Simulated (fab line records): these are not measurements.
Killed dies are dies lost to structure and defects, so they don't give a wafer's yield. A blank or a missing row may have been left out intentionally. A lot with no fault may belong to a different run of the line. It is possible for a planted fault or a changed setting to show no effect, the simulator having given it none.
A lot that was struck, set against a sound lot || flow gf180mcu || 27 steps out of a route of 602
Sound: the wafers L953.2, L953.4, L953.5. Struck: wafers L960.3, L960.5, L960.6. The cause is named last.
Per side, at each step with rows, come the tool, then ch with its chambers, and then its first start. Under that, the readings that differ: sound wafers || struck wafers || difference of the means || sigmas: that difference in standard deviations of wafers without a fault.
alike: readings whose means differ by less than 2 such deviations, and words and numbers that are the same on both sides. not compared: withheld readings, readings that some wafer has no value for, bounds like >300 that may hide the same value, and numbers for which the record gives no deviation and whose values overlap.
The two part at a step that has a row with sigmas, a row that says differs or no value, or rows on one side only. Numbers that have no deviation but don't overlap get no sigmas and don't part them. Lack of a reading on every wafer of one side parts them only where that side has two or more wafers.

GF_HV_LDD_ETCHBACK_58: etches Si3N4 in CH3F/O2, stops on SiO2, time 100 s, target depth 90 nm.
  sound on rie-diel-01 ch 0,3, day 14 05:26; struck on rie-diel-03 ch 2,3, day 16 12:47
  alike: O2_flow_sccm, drypump-motor-current-A, oes-product-au, throttle-valve-pct
  not compared: rf-hours-counter-h
then, 7 steps without rows for these wafers: GF_NSD_DEHYDRATE_00 (time 60 s); GF_NSD_HMDS_01 (prime time 60 s); GF_NSD_COAT_02 (resist thk 1000 nm); GF_NSD_SOFTBAKE_03 (time 60 s); GF_NSD_EXPOSE_04 (exposes mask Nplus, target cd 400 nm); GF_NSD_PEB_05; GF_NSD_DEVELOP_06 (develop time 60 s).
GF_NSD_CD_MEAS_07: target cd 400 nm.
  sound: cd-sem-02 at day 15 01:41; struck: cd-sem-02 at day 17 11:21
  alike: cd-nm
GF_NSD_OVL_MEAS_08:
  sound: overlay-02 at day 15 01:47; struck: overlay-01 at day 17 11:27
  alike: NSD_OVL
then, 2 steps without rows for these wafers: GF_NSD_IMPLANT_09; GF_NSD_IMPLANT_10.
GF_NSD_STRIP_11: strips in O2/N2.
  sound on plasma-asher-03 ch 0,1, day 15 02:07; struck on plasma-asher-02 ch 0,1, day 17 11:48
  no value came back on the struck wafers for any of 5 readings (chamber-pressure-mTorr (mTorr), drypump-motor-current-A (A) and others); on the sound wafers chamber-pressure-mTorr (mTorr) reads 1500.9 1499.0 1500.2
{"reading": "model.NOVOLAK_of_NSD_COAT_02.thk-nm (nm)", "sound": "0 0 0", "struck": "1004 1002 1003", "difference": "+1003", "sigmas": ""}
  not compared: rf-hours-counter-h
GF_NSD_TW_MEAS_12:
  sound: film-metro-03 at day 15 02:13; struck: film-metro-04 at day 17 11:53
  alike: NSD_TW
then, 7 steps without rows for these wafers: GF_PSD_DEHYDRATE_00 (time 60 s); GF_PSD_HMDS_01 (prime time 60 s); GF_PSD_COAT_02 (resist thk 1000 nm); GF_PSD_SOFTBAKE_03 (time 60 s); GF_PSD_EXPOSE_04 (exposes mask Pplus, target cd 400 nm); GF_PSD_PEB_05; GF_PSD_DEVELOP_06 (develop time 60 s).
GF_PSD_CD_MEAS_07: target cd 400 nm.
  sound: cd-sem-01 at day 15 23:53; struck: cd-sem-02 at day 18 11:04
  alike: cd-nm
GF_PSD_OVL_MEAS_08:
  sound: overlay-02 at day 16 00:00; struck: overlay-01 at day 18 11:09
  alike: PSD_OVL
after that, 1 step had no rows for these wafers: GF_PSD_IMPLANT_09.
GF_PSD_STRIP_10: strips in O2/N2.
  sound on plasma-asher-04 ch 0,1, day 16 00:11; struck on plasma-asher-03 ch 0,1, day 18 11:22
{"reading": "oes-product-au (a.u.)", "sound": "0.588 0.600 0.590", "struck": "0.656 0.659 0.650", "difference": "+0.062", "sigmas": "+14"}
{"reading": "strip-time-to-endpoint-s (s)", "sound": "16.61 16.61 16.57", "struck": "31.50 31.49 31.50", "difference": "+14.90", "sigmas": "+99 or more"}
  alike: chamber-pressure-mTorr, drypump-motor-current-A, heater-power-w
  not compared: rf-hours-counter-h
GF_PSD_TW_MEAS_11:
  sound: film-metro-01 at day 16 00:17; struck: film-metro-03 at day 18 11:27
{"reading": "PSD_TW", "sound": "3204 3206 3199", "struck": "30 30 29", "difference": -3173, "sigmas": "-99 or more"}
then, 1 step without rows for these wafers: GF_PSD_CLEAN_12 (cleans in SC1/SC2, time 150 s).

== WHERE THEY PART ==
Earliest at GF_NSD_STRIP_11; latest, in this record, at GF_PSD_TW_MEAS_11.

WHY: the cause the simulator had injected
Beginning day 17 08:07, the whole step at GF_NSD_STRIP_11 was skipped on plasma-asher-02. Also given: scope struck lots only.
